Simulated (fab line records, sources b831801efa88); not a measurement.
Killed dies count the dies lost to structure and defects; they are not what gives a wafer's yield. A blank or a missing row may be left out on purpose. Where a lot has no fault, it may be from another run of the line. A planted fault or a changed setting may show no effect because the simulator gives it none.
Which tool was responsible? :: flow sky130 :: Sampling: 12 lots, 36 wafers, 5 of 708 route steps

WHAT THE GAUGES SHOWED, per wafer
SKY_METAL1_RS_MEAS_05: the measuring method here is four-point-probe. Usual: METAL1_ALCU_RS 0.1265 ohm/sq, standard deviation 0.0013.
lot: L106
measured: day 32 06:40
on: film_metro-01
METAL1_ALCU_RS (ohm/sq): 0.1277 0.1276 0.1286
flag: 

lot: L107
measured: day 32 09:13
on: film_metro-04
METAL1_ALCU_RS (ohm/sq): 0.1269 0.1254 0.1258
flag: 

lot: L109
measured: day 33 05:02
on: film_metro-01
METAL1_ALCU_RS (ohm/sq): 0.1259 0.1262 0.1266
flag: 

lot: L108
measured: day 33 06:45
on: film_metro-03
METAL1_ALCU_RS (ohm/sq): 0.1263 0.1255 0.1252
flag: 

lot: L110
measured: day 33 13:25
on: film_metro-04
METAL1_ALCU_RS (ohm/sq): 0.1261 0.1254 0.1254
flag: 

lot: L114
measured: day 34 12:32
on: film_metro-04
METAL1_ALCU_RS (ohm/sq): 0.1294 0.1299 0.1286
flag: 

lot: L116
measured: day 35 07:18
on: film_metro-04
METAL1_ALCU_RS (ohm/sq): 0.1254 0.1258 0.1269
flag: 

lot: L117
measured: day 35 12:18
on: film_metro-04
METAL1_ALCU_RS (ohm/sq): 0.1263 0.1264 0.1270
flag: 

lot: L119
measured: day 36 03:19
on: film_metro-04
METAL1_ALCU_RS (ohm/sq): 0.1274 0.1276 0.1290
flag: 

lot: L123
measured: day 37 03:03
on: film_metro-03
METAL1_ALCU_RS (ohm/sq): 0.1292 0.1283 0.1282
flag: 

lot: L127
measured: day 38 11:39
on: film_metro-04
METAL1_ALCU_RS (ohm/sq): 0.1259 0.1257 0.1237
flag: 

lot: L128
measured: day 38 19:28
on: film_metro-03
METAL1_ALCU_RS (ohm/sq): 0.1284 0.1284 0.1288
flag: 

SKY_VIA1_THK_MEAS_01. Usual: VIA1_HDPCVD_THK 1029 nm, standard deviation 11.
lot: L106
measured: day 33 10:47
on: film_metro-02
VIA1_HDPCVD_THK (nm): 1016 1021 1017
flag: 

lot: L107
measured: day 33 13:28
on: film_metro-02
VIA1_HDPCVD_THK (nm): 1018 1024 1013
flag: 

lot: L109
measured: day 34 09:12
on: film_metro-03
VIA1_HDPCVD_THK (nm): 1016 1025 1004
flag: 

lot: L108
measured: day 34 10:49
on: film_metro-01
VIA1_HDPCVD_THK (nm): 1025 1039 1037
flag: 

lot: L110
measured: day 34 16:15
on: film_metro-03
VIA1_HDPCVD_THK (nm): 1057 1072 1067
flag: OFF

lot: L114
measured: day 35 16:08
on: film_metro-02
VIA1_HDPCVD_THK (nm): 1085 1063 1070
flag: OFF

lot: L116
measured: day 36 10:17
on: film_metro-02
VIA1_HDPCVD_THK (nm): 1028 1032 1034
flag: 

lot: L117
measured: day 36 15:44
on: film_metro-02
VIA1_HDPCVD_THK (nm): 1027 1019 1022
flag: 

lot: L119
measured: day 37 05:58
on: film_metro-01
VIA1_HDPCVD_THK (nm): 1049 1035 1044
flag: 

lot: L123
measured: day 38 05:34
on: film_metro-01
VIA1_HDPCVD_THK (nm): 1010 1028 1042
flag: 

lot: L127
measured: day 39 13:47
on: film_metro-03
VIA1_HDPCVD_THK (nm): 1047 1047 1036
flag: 

lot: L128
measured: day 39 21:39
on: film_metro-02
VIA1_HDPCVD_THK (nm): 1022 1019 1016
flag: 

EACH LOT AND THE TOOL THAT RAN IT (in order: tool; ch and the chambers of the sampled wafers; start)
lot: L106
SKY_CONTACT_CVD_24: cvd_w-02 ch 0,1, day 32 05:56
SKY_METAL1_SPUTTER_02: pvd_sputter-01, day 32 06:35
SKY_VIA1_HDPCVD_00: hdpcvd-01 ch 1,2, day 33 10:41

lot: L107
SKY_CONTACT_CVD_24: cvd_w-01 ch 0,1, day 32 08:28
SKY_METAL1_SPUTTER_02: pvd_sputter-03, day 32 09:07
SKY_VIA1_HDPCVD_00: hdpcvd-01 ch 0,1,2, day 33 13:20

lot: L109
SKY_CONTACT_CVD_24: cvd_w-02 ch 0,1, day 33 04:17
SKY_METAL1_SPUTTER_02: pvd_sputter-01, day 33 04:55
SKY_VIA1_HDPCVD_00: hdpcvd-01 ch 2, day 34 09:01

lot: L108
SKY_CONTACT_CVD_24: cvd_w-01 ch 1, day 33 06:00
SKY_METAL1_SPUTTER_02: pvd_sputter-03, day 33 06:38
SKY_VIA1_HDPCVD_00: hdpcvd-01 ch 0,2, day 34 10:41

lot: L110
SKY_CONTACT_CVD_24: cvd_w-02 ch 0,1, day 33 12:40
SKY_METAL1_SPUTTER_02: pvd_sputter-03, day 33 13:18
SKY_VIA1_HDPCVD_00: hdpcvd-01 ch 0,1,2, day 34 16:08

lot: L114
SKY_CONTACT_CVD_24: cvd_w-01 ch 0,1, day 34 11:49
SKY_METAL1_SPUTTER_02: pvd_sputter-02, day 34 12:27
SKY_VIA1_HDPCVD_00: hdpcvd-01 ch 0,1, day 35 16:01

lot: L116
SKY_CONTACT_CVD_24: cvd_w-02 ch 0,1, day 35 06:33
SKY_METAL1_SPUTTER_02: pvd_sputter-03, day 35 07:12
SKY_VIA1_HDPCVD_00: hdpcvd-02 ch 1,2, day 36 10:08

lot: L117
SKY_CONTACT_CVD_24: cvd_w-01 ch 0,1, day 35 11:32
SKY_METAL1_SPUTTER_02: pvd_sputter-03, day 35 12:11
SKY_VIA1_HDPCVD_00: hdpcvd-02 ch 1, day 36 15:34

lot: L119
SKY_CONTACT_CVD_24: cvd_w-01 ch 0,1, day 36 02:35
SKY_METAL1_SPUTTER_02: pvd_sputter-03, day 36 03:11
SKY_VIA1_HDPCVD_00: hdpcvd-02 ch 1,2, day 37 05:50

lot: L123
SKY_CONTACT_CVD_24: cvd_w-02 ch 0,1, day 37 02:03
SKY_METAL1_SPUTTER_02: pvd_sputter-02, day 37 02:55
SKY_VIA1_HDPCVD_00: hdpcvd-02 ch 0,1,2, day 38 05:26

lot: L127
SKY_CONTACT_CVD_24: cvd_w-01 ch 0,1, day 38 10:55
SKY_METAL1_SPUTTER_02: pvd_sputter-02, day 38 11:33
SKY_VIA1_HDPCVD_00: hdpcvd-02 ch 1,2, day 39 13:37

lot: L128
SKY_CONTACT_CVD_24: cvd_w-02 ch 0,1, day 38 18:43
SKY_METAL1_SPUTTER_02: pvd_sputter-01, day 38 19:20
SKY_VIA1_HDPCVD_00: hdpcvd-02 ch 2, day 39 21:29
- SKY_CONTACT_CVD_24: deposits W, target thk 340 nm, time 102.12 s.
- SKY_METAL1_SPUTTER_02: material AlCu, target thk 250 nm, time 13.3 s.
- SKY_VIA1_HDPCVD_00: deposits SiO2, target thk 1030 nm, time 171.7 s.

WHAT THE TOOLS THEMSELVES READ (means of the sampled wafers that have a number; where no wafer has one, the mark that the record gives instead)
SKY_CONTACT_CVD_24. Usual: heater_power_outer_w 522 W, standard deviation 62; heater_power_w 815 W, standard deviation 85.
lot: L106
tool: cvd_w-02
heater_power_outer_w (W): 579
heater_power_w (W): 884
flag: 

lot: L107
tool: cvd_w-01
heater_power_outer_w (W): 464
heater_power_w (W): 736
flag: 

lot: L109
tool: cvd_w-02
heater_power_outer_w (W): 582
heater_power_w (W): 905
flag: 

lot: L108
tool: cvd_w-01
heater_power_outer_w (W): 456
heater_power_w (W): 721
flag: 

lot: L110
tool: cvd_w-02
heater_power_outer_w (W): 541
heater_power_w (W): 876
flag: 

lot: L114
tool: cvd_w-01
heater_power_outer_w (W): 476
heater_power_w (W): 726
flag: 

lot: L116
tool: cvd_w-02
heater_power_outer_w (W): 544
heater_power_w (W): 871
flag: 

lot: L117
tool: cvd_w-01
heater_power_outer_w (W): 477
heater_power_w (W): 717
flag: 

lot: L119
tool: cvd_w-01
heater_power_outer_w (W): 470
heater_power_w (W): 732
flag: 

lot: L123
tool: cvd_w-02
heater_power_outer_w (W): 595
heater_power_w (W): 898
flag: 

lot: L127
tool: cvd_w-01
heater_power_outer_w (W): 470
heater_power_w (W): 733
flag: 

lot: L128
tool: cvd_w-02
heater_power_outer_w (W): 557
heater_power_w (W): 885
flag: 

SKY_METAL1_SPUTTER_02. Usual: 30.3 % for throttle_valve_pct, sd 1.1.
lot: L106
tool: pvd_sputter-01
throttle_valve_pct (%): 29.7
flag: 

lot: L107
tool: pvd_sputter-03
throttle_valve_pct (%): 30.2
flag: 

lot: L109
tool: pvd_sputter-01
throttle_valve_pct (%): 30.3
flag: 

lot: L108
tool: pvd_sputter-03
throttle_valve_pct (%): 30.0
flag: 

lot: L110
tool: pvd_sputter-03
throttle_valve_pct (%): 30.1
flag: 

lot: L114
tool: pvd_sputter-02
throttle_valve_pct (%): 29.8
flag: 

lot: L116
tool: pvd_sputter-03
throttle_valve_pct (%): 30.5
flag: 

lot: L117
tool: pvd_sputter-03
throttle_valve_pct (%): 31.7
flag: 

lot: L119
tool: pvd_sputter-03
throttle_valve_pct (%): 31.3
flag: 

lot: L123
tool: pvd_sputter-02
throttle_valve_pct (%): 30.3
flag: 

lot: L127
tool: pvd_sputter-02
throttle_valve_pct (%): 29.7
flag: 

lot: L128
tool: pvd_sputter-01
throttle_valve_pct (%): 29.4
flag: 

SKY_VIA1_HDPCVD_00. Usual: 200.0 s for run_length_s, sd 0.39.
lot: L106
tool: hdpcvd-01
run_length_s (s): 199.9
flag: 

lot: L107
tool: hdpcvd-01
run_length_s (s): 200.0
flag: 

lot: L109
tool: hdpcvd-01
run_length_s (s): 199.9
flag: 

lot: L108
tool: hdpcvd-01
run_length_s (s): 200.0
flag: 

lot: L110
tool: hdpcvd-01
run_length_s (s): 206.3
flag: OFF

lot: L114
tool: hdpcvd-01
run_length_s (s): 206.5
flag: OFF

lot: L116
tool: hdpcvd-02
run_length_s (s): 200.3
flag: 

lot: L117
tool: hdpcvd-02
run_length_s (s): 200.6
flag: 

lot: L119
tool: hdpcvd-02
run_length_s (s): 200.2
flag: 

lot: L123
tool: hdpcvd-02
run_length_s (s): 200.2
flag: 

lot: L127
tool: hdpcvd-02
run_length_s (s): 200.3
flag: 

lot: L128
tool: hdpcvd-02
run_length_s (s): 200.0
flag: 

THE ANSWER, worked out from the rows above alone
Rule: take the mean of a lot's wafers that have a number; if it is more than 3 standard deviations from the usual mean, the lot is off. A lot without any number at a reading at which 4 lots or more have one is off too. Any other lot the step has rows for is counted as sound. First the gauges in route order, then the tools' own readings, where a lot's mean is used as printed above. The first step at which some lot is off is used, and at that step the reading that is off furthest; a lot without a number counts as furthest.
Off: at SKY_VIA1_THK_MEAS_01 (VIA1_HDPCVD_THK), L110, L114.
A tool fits if, at a process step before that reading, it ran every lot that is off, and no sound lot after the first of them. The gauges at SKY_VIA1_THK_MEAS_01 aren't tried: what is off there is off at SKY_VIA1_HDPCVD_00 too, on other tools, and a gauge's error can't cause that. One fits: SKY_VIA1_HDPCVD_00 on hdpcvd-01. A fault onset in the window from L108 (day 34 10:41, its last sound lot) to L110 (day 34 16:08, its first lot off) fits.
On the lots that are off, the tool's own readings at SKY_VIA1_HDPCVD_00 differ by more than 5 times the standard deviation of the sound lots' means, which bears it out; run_length_s reads 206.4 s there versus 200.1 s on the sound lots.

WHAT THE SIMULATOR PUT IN
Process parameters drifting: hdpcvd-01 at SKY_VIA1_HDPCVD_00, beginning at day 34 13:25. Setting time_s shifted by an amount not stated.
Shown lots that were struck: L110, L114. The rule above found the same.
